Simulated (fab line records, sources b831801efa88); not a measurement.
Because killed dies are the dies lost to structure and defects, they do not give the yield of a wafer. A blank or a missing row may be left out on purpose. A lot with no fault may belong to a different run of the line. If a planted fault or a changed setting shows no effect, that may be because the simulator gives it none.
Problem report, 8D (eight disciplines) form, completed by code || flow gf180mcu || the parts of the form that need people (team, actions taken, sign-off) are left out

1. THE ISSUE
CONTACT_CVD_02_THK at GF_CONTACT_THK_MEAS_03 reads a mean of 1306 nm on 6 wafers of 2 lots; wafers without a fault read 861 nm with a standard deviation of 12. Measured from the usual mean, that is +37 standard deviations.
Earliest sighting: wafer L211.1 on filmMetro-04 at day 16 07:05. At this step, 36 wafers from 12 lots have a number in the record. Rule for "out" (also "out of limits"): further than 4 standard deviations from the usual mean. Any other wafer with a number is counted as sound.

2. WHAT IT IS AND WHAT IT IS NOT
{"question": "which readings at this step", "is": "CONTACT_CVD_02_THK", "is not": "-"}
{"question": "which lots", "is": "L211, L212", "is not": "L209, L210, L221, L222, L223, L224, L225, L229, L230, L231"}
{"question": "which wafers of those lots", "is": "all that have a number", "is not": "-"}
{"question": "read on which gauges", "is": "filmMetro-04", "is not": "filmMetro-01, filmMetro-03"}
{"question": "when", "is": "from day 16 07:05", "is not": "up to then (6 sound wafers); but 24 sound wafers of L221, L222, L223, L224, L225, L229, L230, L231 came after"}

3. WHAT RULES OUT EACH SUSPECT
Counting: any tool at a process step up to the reading is kept as a suspect provided that every lot that is out went through it and no sound lot did after the first of them.
- the gauge at GF_CONTACT_THK_MEAS_03 has been ruled out. All the wafers that are out were read on filmMetro-04, but those of them that GF_CONTACT_CMP_04 has rows for are out there too, on other tools.
- pecvd-03 at GF_CONTACT_CVD_02 (deposits SiO2 from TEOS, target thk 860 nm, time 95.992 s): ruled out as a lasting fault. The sound lots L222, L223, L224, L229, L230 went through it after L211, its earliest lot that is out (day 16 07:01).
Left after counting: nothing in the record.

4. THE CAUSE (what the simulator had put in)
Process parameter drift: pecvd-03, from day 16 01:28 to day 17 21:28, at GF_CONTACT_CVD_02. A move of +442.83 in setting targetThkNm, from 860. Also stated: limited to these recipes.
Counting ruled it out, wrongly: the rule takes a fault to strike every lot that its tool runs from its start on, and this one did not.

5. SEQUENCE OF EFFECTS, ordered by route
One row per reading whose mean, taken over the struck wafers that have a number, lies over 3 standard deviations from the usual. Scope: only readings with a usual standard deviation given in the record; hours: median across lots of the time from each lot's start at the first step in this table that gives one to its start at this step; sigmas: change in usual standard deviations.
{"hours": 0, "step": "GF_CONTACT_THK_MEAS_03", "reading": "CONTACT_CVD_02_THK", "usual": "861 nm", "on struck wafers": 1306, "change": "+445", "sigmas": "+37"}
{"hours": 0, "step": "GF_CONTACT_CMP_04", "reading": "timeToEndpointS", "usual": "111 s", "on struck wafers": 276, "change": "+165", "sigmas": "+21"}
Its process steps:
- GF_CONTACT_CMP_04: polishes SiO2.

6. HOW IT WOULD HAVE BEEN CAUGHT EARLIER
The first out-of-limits reading at a measuring or inspecting step in this record came at day 16 07:05, 6 hours after the fault's start at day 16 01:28.
An alarm limit of 4 standard deviations would not have fired on the tool readings at GF_CONTACT_CVD_02 for which the record gives a usual standard deviation, since none of them was out on any struck wafer.
